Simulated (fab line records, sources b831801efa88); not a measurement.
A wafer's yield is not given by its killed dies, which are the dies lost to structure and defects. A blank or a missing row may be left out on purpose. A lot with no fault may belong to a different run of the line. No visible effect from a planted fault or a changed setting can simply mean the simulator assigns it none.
Chamber matching	flow sky130	4 sister chambers for SKY_VIA4_ETCH_12 on rie diel-03
The step etches SiO2 in C4F8/O2/Ar, stops on TiN, target depth 580 nm. 4 wafers are shown with their chamber, then 8 later ones without.

WAFERS, EACH WITH ITS CHAMBER
wafer	chamber	rf fwd power W (W)
L084.4	1	1486
L084.5	3	1488
L087.5	2	1483
L088.2	0	1484

WAFERS MISSING THEIR CHAMBER
wafer	rf fwd power W (W)
L088.4	1491
L088.5	1485
L089.3	1496
L089.4	1495
L089.6	1487
L090.3	1481
L090.5	1483
L090.6	1483

WHICH CHAMBER EACH WENT THROUGH
wafer	from the rows above	in truth
L088.4	can't be placed: 3 or 1 or 0 or 2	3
L088.5	can't be placed: 0 or 1 or 2 or 3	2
L089.3	can't be placed: 3 or 1 or 0 or 2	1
L089.4	can't be placed: 3 or 1 or 0 or 2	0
L089.6	can't be placed: 1 or 3 or 0 or 2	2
L090.3	can't be placed: 2 or 0 or 1 or 3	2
L090.5	can't be placed: 2 or 0 or 1 or 3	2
L090.6	can't be placed: 2 or 0 or 1 or 3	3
Correctly placed: 0 of 8. Unplaceable from these rows: 8, with the true chamber sitting among the candidates in 8. Placed wrongly: 0.
How it was worked out, from the rows above alone: a wafer's distance from a chamber is the root of the sum, over the readings, of the square of ((its reading less the chamber's mean) divided by the reading's scatter). The wafer belongs to the nearest chamber; if the next one is less than 2 further off, it can't be placed. The mean given for a chamber averages the wafers shown for that chamber. The scatter (one wafer shown for each chamber): square how far every hidden wafer sits from the nearest shown wafer, average those squares and take the square root.
